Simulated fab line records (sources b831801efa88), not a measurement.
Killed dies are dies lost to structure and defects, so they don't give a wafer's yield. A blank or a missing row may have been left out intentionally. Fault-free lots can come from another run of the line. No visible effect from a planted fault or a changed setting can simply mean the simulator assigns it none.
What tool caused it? / flow gf180mcu / 11 lots with 33 wafers sampled at 6 steps, on a route of 602 steps

== WHAT THE GAUGES READ, wafer by wafer ==
GF_MVPSD_TW_MEAS_11.
lot=L475; measured=day 4 14:56; on=film_metro-04; MVPSD_TW=559 557 560
lot=L478; measured=day 5 09:17; on=film_metro-04; MVPSD_TW=554 552 553
lot=L480; measured=day 7 11:29; on=film_metro-02; MVPSD_TW=548 547 552
lot=L483; measured=day 7 16:47; on=film_metro-02; MVPSD_TW=552 549 550
lot=L484; measured=day 7 16:43; on=film_metro-04; MVPSD_TW=555 558 558
lot=L487; measured=day 8 02:17; on=film_metro-04; MVPSD_TW=560 557 560
lot=L489; measured=day 8 19:10; on=film_metro-02; MVPSD_TW=547 549 547
lot=L490; measured=day 8 23:50; on=film_metro-02; MVPSD_TW=545 547 548
lot=L493; measured=day 9 19:50; on=film_metro-03; MVPSD_TW=609 610 607
lot=L494; measured=day 10 00:29; on=film_metro-04; MVPSD_TW=601 605 605
lot=L496; measured=day 10 21:53; on=film_metro-02; MVPSD_TW=593 593 590

GF_VT_IMPLANT_RS_MEAS_49: uses a four-point probe to measure.
lot=L475; measured=day 7 01:36; on=film_metro-03; MVPSD_RS (ohm/sq)=1162.9 1162.4 1163.6
lot=L478; measured=day 7 22:25; on=film_metro-03; MVPSD_RS (ohm/sq)=1167.3 1170.9 1171.3
lot=L480; measured=day 10 08:28; on=film_metro-03; MVPSD_RS (ohm/sq)=1166.8 1166.9 1165.5
lot=L483; measured=day 10 16:08; on=film_metro-04; MVPSD_RS (ohm/sq)=1166.0 1164.2 1163.6
lot=L484; measured=day 10 15:20; on=film_metro-02; MVPSD_RS (ohm/sq)=1170.0 1168.5 1171.5
lot=L487; measured=day 11 02:03; on=film_metro-04; MVPSD_RS (ohm/sq)=1166.7 1170.0 1167.5
lot=L489; measured=day 11 21:35; on=film_metro-02; MVPSD_RS (ohm/sq)=1169.4 1166.2 1166.5
lot=L490; measured=day 12 00:54; on=film_metro-02; MVPSD_RS (ohm/sq)=1166.9 1167.8 1168.7
lot=L493; measured=day 13 01:50; on=film_metro-03; MVPSD_RS (ohm/sq)=1290.7 1295.3 1292.7
lot=L494; measured=day 13 05:31; on=film_metro-02; MVPSD_RS (ohm/sq)=1287.4 1289.9 1289.6
lot=L496; measured=day 14 04:22; on=film_metro-03; MVPSD_RS (ohm/sq)=1288.7 1288.5 1285.0

== WHAT TOOL EACH LOT RAN ON (gives the tool, then ch and the chambers of the sampled wafers, and finally the start) ==
lot=L475; GF_STI_CMP_25=cmp-01 ch 0,2,3, day 2 08:53; GF_NWELL_STRIP_10=plasma_asher-03 ch 0,1, day 3 12:08; GF_MVPSD_IMPLANT_08=implanter-03 ch 0, day 4 14:32; GF_VT_IMPLANT_STRIP_20=plasma_asher-02 ch 0,1, day 5 19:26
lot=L478; GF_STI_CMP_25=cmp-02 ch 2,3, day 3 01:05; GF_NWELL_STRIP_10=plasma_asher-02 ch 0, day 4 00:50; GF_MVPSD_IMPLANT_08=implanter-04 ch 0, day 5 08:54; GF_VT_IMPLANT_STRIP_20=plasma_asher-01 ch 0,1, day 6 15:11
lot=L480; GF_STI_CMP_25=cmp-01 ch 1,2,3, day 4 04:35; GF_NWELL_STRIP_10=plasma_asher-03 ch 0,1, day 5 13:17; GF_MVPSD_IMPLANT_08=implanter-02 ch 0, day 7 11:06; GF_VT_IMPLANT_STRIP_20=plasma_asher-02 ch 0,1, day 8 20:10
lot=L483; GF_STI_CMP_25=cmp-01 ch 0,1,3, day 4 08:29; GF_NWELL_STRIP_10=plasma_asher-03 ch 0,1, day 5 17:44; GF_MVPSD_IMPLANT_08=implanter-04 ch 0, day 7 16:23; GF_VT_IMPLANT_STRIP_20=plasma_asher-03 ch 0,1, day 9 02:49
lot=L484; GF_STI_CMP_25=cmp-02 ch 0,1,3, day 4 08:37; GF_NWELL_STRIP_10=plasma_asher-02 ch 0,1, day 5 17:22; GF_MVPSD_IMPLANT_08=implanter-02 ch 0, day 7 16:18; GF_VT_IMPLANT_STRIP_20=plasma_asher-02 ch 0,1, day 9 02:35
lot=L487; GF_STI_CMP_25=cmp-02 ch 1,3, day 4 20:59; GF_NWELL_STRIP_10=plasma_asher-03 ch 0,1, day 6 03:49; GF_MVPSD_IMPLANT_08=implanter-03 ch 0, day 8 01:53; GF_VT_IMPLANT_STRIP_20=plasma_asher-01 ch 0,1, day 9 12:20
lot=L489; GF_STI_CMP_25=cmp-02 ch 0,2,3, day 5 10:04; GF_NWELL_STRIP_10=plasma_asher-02 ch 0,1, day 6 18:34; GF_MVPSD_IMPLANT_08=implanter-04 ch 0, day 8 18:45; GF_VT_IMPLANT_STRIP_20=plasma_asher-01 ch 0,1, day 10 07:10
lot=L490; GF_STI_CMP_25=cmp-01 ch 0,1,2, day 5 13:55; GF_NWELL_STRIP_10=plasma_asher-02 ch 0,1, day 6 23:14; GF_MVPSD_IMPLANT_08=implanter-04 ch 0, day 8 23:26; GF_VT_IMPLANT_STRIP_20=plasma_asher-01 ch 0,1, day 10 11:40
lot=L493; GF_STI_CMP_25=cmp-01 ch 1,2, day 6 06:04; GF_NWELL_STRIP_10=plasma_asher-01 ch 0,1, day 7 16:10; GF_MVPSD_IMPLANT_08=implanter-04 ch 0, day 9 19:27; GF_VT_IMPLANT_STRIP_20=plasma_asher-03 ch 0,1, day 11 08:58
lot=L494; GF_STI_CMP_25=cmp-02 ch 0,2,3, day 6 09:59; GF_NWELL_STRIP_10=plasma_asher-02 ch 0,1, day 7 19:32; GF_MVPSD_IMPLANT_08=implanter-04 ch 0, day 10 00:05; GF_VT_IMPLANT_STRIP_20=plasma_asher-03 ch 1, day 11 12:53
lot=L496; GF_STI_CMP_25=cmp-02 ch 0,1,3, day 7 01:17; GF_NWELL_STRIP_10=plasma_asher-02 ch 0,1, day 8 15:31; GF_MVPSD_IMPLANT_08=implanter-04 ch 0, day 10 21:30; GF_VT_IMPLANT_STRIP_20=plasma_asher-02 ch 0,1, day 12 11:38
- GF_STI_CMP_25: polishes, stops on Si3N4, t overpolish 33 s, target thk 524.6 nm.
- GF_NWELL_STRIP_10: strips in O2/N2.
- GF_MVPSD_IMPLANT_08
- GF_VT_IMPLANT_STRIP_20: strips in O2/N2.

== AS READ BY THE TOOLS THEMSELVES (means over the sampled wafers that have a number; for cases with no such wafer, the mark the record gives instead) ==
GF_STI_CMP_25.
lot=L475; tool=cmp-01; motor_current_A (A)=11.0; overpolish_run_s (s)=33.005; retaining_ring_pressure_frac=0.997; slurry_flow_ml_min=150.1; time_to_endpoint_s (s)=119
lot=L478; tool=cmp-02; motor_current_A (A)=11.8; overpolish_run_s (s)=33.004; retaining_ring_pressure_frac=1.002; slurry_flow_ml_min=149.9; time_to_endpoint_s (s)=121
lot=L480; tool=cmp-01; motor_current_A (A)=11.6; overpolish_run_s (s)=33.010; retaining_ring_pressure_frac=0.994; slurry_flow_ml_min=150.0; time_to_endpoint_s (s)=117
lot=L483; tool=cmp-01; motor_current_A (A)=12.5; overpolish_run_s (s)=32.997; retaining_ring_pressure_frac=0.999; slurry_flow_ml_min=150.2; time_to_endpoint_s (s)=116
lot=L484; tool=cmp-02; motor_current_A (A)=13.2; overpolish_run_s (s)=32.995; retaining_ring_pressure_frac=0.998; slurry_flow_ml_min=150.0; time_to_endpoint_s (s)=121
lot=L487; tool=cmp-02; motor_current_A (A)=12.4; overpolish_run_s (s)=32.999; retaining_ring_pressure_frac=0.999; slurry_flow_ml_min=149.9; time_to_endpoint_s (s)=124
lot=L489; tool=cmp-02; motor_current_A (A)=12.2; overpolish_run_s (s)=32.998; retaining_ring_pressure_frac=1.002; slurry_flow_ml_min=150.0; time_to_endpoint_s (s)=123
lot=L490; tool=cmp-01; motor_current_A (A)=11.7; overpolish_run_s (s)=33.013; retaining_ring_pressure_frac=1.000; slurry_flow_ml_min=150.2; time_to_endpoint_s (s)=119
lot=L493; tool=cmp-01; motor_current_A (A)=11.3; overpolish_run_s (s)=33.003; retaining_ring_pressure_frac=0.999; slurry_flow_ml_min=150.1; time_to_endpoint_s (s)=123
lot=L494; tool=cmp-02; motor_current_A (A)=12.7; overpolish_run_s (s)=32.992; retaining_ring_pressure_frac=0.999; slurry_flow_ml_min=150.2; time_to_endpoint_s (s)=126
lot=L496; tool=cmp-02; motor_current_A (A)=12.5; overpolish_run_s (s)=33.008; retaining_ring_pressure_frac=1.004; slurry_flow_ml_min=150.3; time_to_endpoint_s (s)=128

GF_NWELL_STRIP_10.
lot=L475; tool=plasma_asher-03; drypump_motor_current_A (A)=5.51; heater_power_w (W)=260; oes_product_au (a.u.)=0.719; strip_time_to_endpoint_s (s)=37.12
lot=L478; tool=plasma_asher-02; drypump_motor_current_A (A)=5.87; heater_power_w (W)=307; oes_product_au (a.u.)=0.721; strip_time_to_endpoint_s (s)=36.99
lot=L480; tool=plasma_asher-03; drypump_motor_current_A (A)=5.50; heater_power_w (W)=260; oes_product_au (a.u.)=0.719; strip_time_to_endpoint_s (s)=37.12
lot=L483; tool=plasma_asher-03; drypump_motor_current_A (A)=5.52; heater_power_w (W)=259; oes_product_au (a.u.)=0.724; strip_time_to_endpoint_s (s)=37.08
lot=L484; tool=plasma_asher-02; drypump_motor_current_A (A)=5.93; heater_power_w (W)=314; oes_product_au (a.u.)=0.721; strip_time_to_endpoint_s (s)=37.12
lot=L487; tool=plasma_asher-03; drypump_motor_current_A (A)=5.66; heater_power_w (W)=258; oes_product_au (a.u.)=0.724; strip_time_to_endpoint_s (s)=37.00
lot=L489; tool=plasma_asher-02; drypump_motor_current_A (A)=5.94; heater_power_w (W)=312; oes_product_au (a.u.)=0.721; strip_time_to_endpoint_s (s)=36.96
lot=L490; tool=plasma_asher-02; drypump_motor_current_A (A)=5.98; heater_power_w (W)=316; oes_product_au (a.u.)=0.725; strip_time_to_endpoint_s (s)=37.00
lot=L493; tool=plasma_asher-01; drypump_motor_current_A (A)=5.79; heater_power_w (W)=312; oes_product_au (a.u.)=0.721; strip_time_to_endpoint_s (s)=36.98
lot=L494; tool=plasma_asher-02; drypump_motor_current_A (A)=6.03; heater_power_w (W)=327; oes_product_au (a.u.)=0.722; strip_time_to_endpoint_s (s)=37.03
lot=L496; tool=plasma_asher-02; drypump_motor_current_A (A)=5.96; heater_power_w (W)=312; oes_product_au (a.u.)=0.724; strip_time_to_endpoint_s (s)=36.97

GF_MVPSD_IMPLANT_08.
lot=L475; tool=implanter-03; tilt_deg (degrees)=-0.009
lot=L478; tool=implanter-04; tilt_deg (degrees)=-0.014
lot=L480; tool=implanter-02; tilt_deg (degrees)=0.017
lot=L483; tool=implanter-04; tilt_deg (degrees)=0.000
lot=L484; tool=implanter-02; tilt_deg (degrees)=0.031
lot=L487; tool=implanter-03; tilt_deg (degrees)=-0.014
lot=L489; tool=implanter-04; tilt_deg (degrees)=-0.014
lot=L490; tool=implanter-04; tilt_deg (degrees)=0.018
lot=L493; tool=implanter-04; tilt_deg (degrees)=2.601
lot=L494; tool=implanter-04; tilt_deg (degrees)=2.639
lot=L496; tool=implanter-04; tilt_deg (degrees)=2.655

GF_VT_IMPLANT_STRIP_20.
lot=L475; tool=plasma_asher-02; drypump_motor_current_A (A)=5.96; heater_power_w (W)=317; oes_product_au (a.u.)=0.719; strip_time_to_endpoint_s (s)=12.67
lot=L478; tool=plasma_asher-01; drypump_motor_current_A (A)=5.56; heater_power_w (W)=330; oes_product_au (a.u.)=0.720; strip_time_to_endpoint_s (s)=12.66
lot=L480; tool=plasma_asher-02; drypump_motor_current_A (A)=5.96; heater_power_w (W)=316; oes_product_au (a.u.)=0.716; strip_time_to_endpoint_s (s)=12.63
lot=L483; tool=plasma_asher-03; drypump_motor_current_A (A)=5.52; heater_power_w (W)=256; oes_product_au (a.u.)=0.712; strip_time_to_endpoint_s (s)=12.62
lot=L484; tool=plasma_asher-02; drypump_motor_current_A (A)=6.05; heater_power_w (W)=322; oes_product_au (a.u.)=0.715; strip_time_to_endpoint_s (s)=12.63
lot=L487; tool=plasma_asher-01; drypump_motor_current_A (A)=5.80; heater_power_w (W)=312; oes_product_au (a.u.)=0.713; strip_time_to_endpoint_s (s)=12.62
lot=L489; tool=plasma_asher-01; drypump_motor_current_A (A)=5.57; heater_power_w (W)=330; oes_product_au (a.u.)=0.716; strip_time_to_endpoint_s (s)=12.63
lot=L490; tool=plasma_asher-01; drypump_motor_current_A (A)=5.80; heater_power_w (W)=314; oes_product_au (a.u.)=0.715; strip_time_to_endpoint_s (s)=12.70
lot=L493; tool=plasma_asher-03; drypump_motor_current_A (A)=5.50; heater_power_w (W)=257; oes_product_au (a.u.)=0.716; strip_time_to_endpoint_s (s)=12.71
lot=L494; tool=plasma_asher-03; drypump_motor_current_A (A)=5.37; heater_power_w (W)=259; oes_product_au (a.u.)=0.715; strip_time_to_endpoint_s (s)=12.65
lot=L496; tool=plasma_asher-02; drypump_motor_current_A (A)=5.97; heater_power_w (W)=307; oes_product_au (a.u.)=0.716; strip_time_to_endpoint_s (s)=12.63

== THE ANSWER, worked out from the rows above alone ==
Rule: the usual values come from the lots themselves. Put in order of their means at a reading, lots are off if they are a third of the lots or fewer, leave a main group of 4 or more, and stand apart from it by a gap of 3 or more times the standard deviation of the main group's means; of several such gaps the widest counts. Not used: any main group whose means are identical at the precision the tables above print for the reading. A lot without any number at a reading at which 4 lots or more have one is off too. All remaining lots with rows at the step are treated as sound. Order of review: gauges by route order, followed by the tools' own readings, for which a lot's mean as printed above is used. The first step at which some lot is off is used, and at that step the reading that is off furthest; a lot without a number counts as furthest.
Off: L493, L494, L496, at GF_MVPSD_TW_MEAS_11 (MVPSD_TW). Mean 553 and standard deviation 4.7 in the main group.
If a tool, at a process step before that reading, ran all the lots that are off and no sound lot after the first of them, it fits. Not tried: the gauges at GF_MVPSD_TW_MEAS_11; whatever is off there is also off at GF_MVPSD_IMPLANT_08, on other tools, and gauge error can't account for it. One candidate fits, namely implanter-04 at GF_MVPSD_IMPLANT_08. A fault onset in the window from L490 (day 8 23:26, its last sound lot) to L493 (day 9 19:27, its first lot off) fits.
The tool's own readings at GF_MVPSD_IMPLANT_08 bear it out: on the lots that are off they differ by more than 5 times the standard deviation of the sound lots' means. tilt_deg reads 2.632 degrees there against 0.002 degrees on the sound lots.

== WHAT THE SIMULATOR HAD INSERTED ==
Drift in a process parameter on implanter-04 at GF_MVPSD_IMPLANT_08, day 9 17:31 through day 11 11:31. Setting tilt_deg, moved by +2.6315, from 0. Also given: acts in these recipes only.
Shown lots that were struck: L493, L494, L496. The same result came from the rule above.
